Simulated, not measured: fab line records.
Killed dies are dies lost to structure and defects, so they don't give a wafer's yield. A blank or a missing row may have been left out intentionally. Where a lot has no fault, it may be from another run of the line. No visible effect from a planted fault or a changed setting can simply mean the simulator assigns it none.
Which tool did it?	flow gf180mcu	24 lots, 72 wafers sampled, at 3 steps of a route of 602

== WHAT EACH GAUGE READ, for each wafer ==
GF_V1_CD_MEAS_14 targets a cd of 260 nm.
lot	measured	on	cdNm (nm)
L074	day 18 12:16	cdSem-02	258.2 258.5 259.2
L075	day 18 16:49	cdSem-02	259.4 259.8 259.8
L077	day 19 01:41	cdSem-02	259.8 259.1 259.7
L076	day 19 05:14	cdSem-02	261.4 261.6 261.3
L078	day 19 18:57	cdSem-01	258.4 259.1 259.4
L079	day 20 02:23	cdSem-01	260.4 261.5 259.3
L080	day 20 14:24	cdSem-02	259.2 259.3 259.3
L081	day 20 20:20	cdSem-01	259.1 259.8 258.8
L082	day 21 11:37	cdSem-02	261.4 260.4 261.5
L083	day 21 19:42	cdSem-01	258.8 260.3 259.8
L084	day 21 23:57	cdSem-01	260.2 259.7 259.4
L085	day 22 11:12	cdSem-02	261.4 261.0 259.4
L086	day 22 19:48	cdSem-01	260.1 260.4 259.0
L087	day 23 06:41	cdSem-01	261.4 261.2 260.3
L089	day 23 22:49	cdSem-02	259.7 261.7 261.7
L088	day 23 23:31	cdSem-02	262.6 262.0 261.6
L091	day 24 13:19	cdSem-02	260.6 260.1 259.5
L090	day 24 14:41	cdSem-01	257.7 257.2 256.7
L092	day 25 00:47	cdSem-01	260.1 259.9 258.5
L093	day 25 10:16	cdSem-02	259.4 260.9 260.6
L095	day 25 11:39	cdSem-01	260.9 261.6 261.1
L094	day 25 14:06	cdSem-01	259.2 259.4 259.6
L096	day 26 01:29	cdSem-01	258.6 260.6 260.5
L097	day 26 09:58	cdSem-02	261.1 262.9 260.3

GF_M4_RS_MEAS_05: measures by four-point-probe.
lot	measured	on	M4_ALCU_RS (ohm/sq)
L074	day 22 19:43	filmMetro-03	0.0683 0.0697 0.0699
L075	day 23 06:25	filmMetro-03	0.0707 0.0703 0.0697
L077	day 23 08:17	filmMetro-01	0.0687 0.0692 0.0697
L076	day 23 11:55	filmMetro-01	0.0696 0.0692 0.0690
L078	day 24 00:53	filmMetro-04	0.0699 0.0697 0.0691
L079	day 24 05:40	filmMetro-03	0.0680 0.0693 0.0682
L080	day 24 18:58	filmMetro-03	0.0685 0.0677 0.0689
L081	day 24 23:07	filmMetro-03	0.0708 0.0702 0.0701
L082	day 25 14:11	filmMetro-03	0.0692 0.0699 0.0696
L083	day 25 21:41	filmMetro-03	0.0706 0.0698 0.0694
L084	day 26 02:56	filmMetro-01	0.0700 0.0692 0.0702
L085	day 26 12:01	filmMetro-04	0.0699 0.0691 0.0698
L086	day 26 18:44	filmMetro-03	0.0691 0.0699 0.0698
L087	day 27 05:37	filmMetro-01	0.0707 0.0693 0.0707
L089	day 27 19:31	filmMetro-03	0.0685 0.0688 0.0692
L088	day 27 20:53	filmMetro-03	0.0688 0.0692 0.0682
L091	day 28 08:42	filmMetro-01	0.0685 0.0692 0.0689
L090	day 28 10:32	filmMetro-03	0.0687 0.0693 0.0682
L092	day 28 19:52	filmMetro-03	0.0686 0.0669 0.0681
L093	day 29 03:17	filmMetro-04	0.0683 0.0696 0.0687
L095	day 29 06:14	filmMetro-01	0.0675 0.0674 0.0687
L094	day 29 07:06	filmMetro-04	0.0702 0.0699 0.0698
L096	day 29 17:10	filmMetro-03	0.0689 0.0699 0.0695
L097	day 30 00:53	filmMetro-03	0.0699 0.0700 0.0699

GF_M4_CD_MEAS_14 targets a cd of 280 nm.
lot	measured	on	cdNm (nm)
L074	day 23 18:09	cdSem-02	278.1 278.0 278.3
L075	day 24 04:46	cdSem-01	277.7 278.4 278.3
L077	day 24 06:31	cdSem-01	278.3 278.0 278.7
L076	day 24 10:40	cdSem-02	281.4 278.2 279.6
L078	day 24 22:39	cdSem-01	282.7 282.3 281.2
L079	day 25 04:05	cdSem-01	279.8 280.8 280.3
L080	day 25 17:03	cdSem-01	281.8 280.5 280.6
L081	day 25 20:20	cdSem-02	280.5 282.1 280.6
L082	day 26 11:16	cdSem-02	278.9 279.0 279.0
L083	day 26 18:37	cdSem-02	281.0 279.8 279.3
L084	day 27 00:00	cdSem-02	279.7 279.5 278.4
L085	day 27 08:26	cdSem-01	279.4 279.3 279.2
L086	day 27 15:08	cdSem-01	281.8 281.7 281.4
L087	day 28 02:02	cdSem-02	281.8 282.1 281.0
L089	day 28 14:49	cdSem-02	279.4 280.7 280.4
L088	day 28 16:34	cdSem-02	280.7 281.5 280.7
L091	day 29 04:16	cdSem-01	279.5 280.5 281.4
L090	day 29 05:45	cdSem-01	281.0 279.2 280.7
L092	day 29 15:05	cdSem-02	282.1 281.2 281.3
L093	day 29 21:49	cdSem-01	279.8 281.2 280.0
L095	day 30 00:53	cdSem-01	280.2 279.3 278.3
L094	day 30 02:23	cdSem-02	279.7 279.7 280.4
L096	day 30 11:21	cdSem-02	282.0 281.1 280.7
L097	day 30 18:55	cdSem-02	279.6 279.5 279.7

== TOOL THAT RAN EACH LOT (tool first, then ch and the chambers of the sampled wafers, then the start) ==
No process step before these readings appears in the record.

== AS READ BY THE TOOLS THEMSELVES (means over the sampled wafers that have a number; for cases with no such wafer, the mark the record gives instead) ==
The record holds no such reading with a usual standard deviation.

== THE ANSWER, worked out from the rows above alone ==
Rule: what is usual is taken from the lots themselves. The widest of any qualifying gaps counts: lots, ordered by their means at a reading, are off when they make up no more than a third of the lots, leave a main group of 4 or more, and stand apart from it by 3 or more times the standard deviation of that group's means. A main group is skipped when, at the precision printed for the reading in the tables above, its means are all equal. Also off: a lot with no number at a reading for which 4 or more lots have one. Any other lot the step has rows for is counted as sound. The gauges are gone through in route order, then the tools' own readings, and for those a lot's mean is taken as printed above. The first step at which some lot is off is used, and at that step the reading that is off furthest; a lot without a number counts as furthest.
None of the lots is off at any reading shown; this tells nothing.

== WHAT THE SIMULATOR PUT IN ==
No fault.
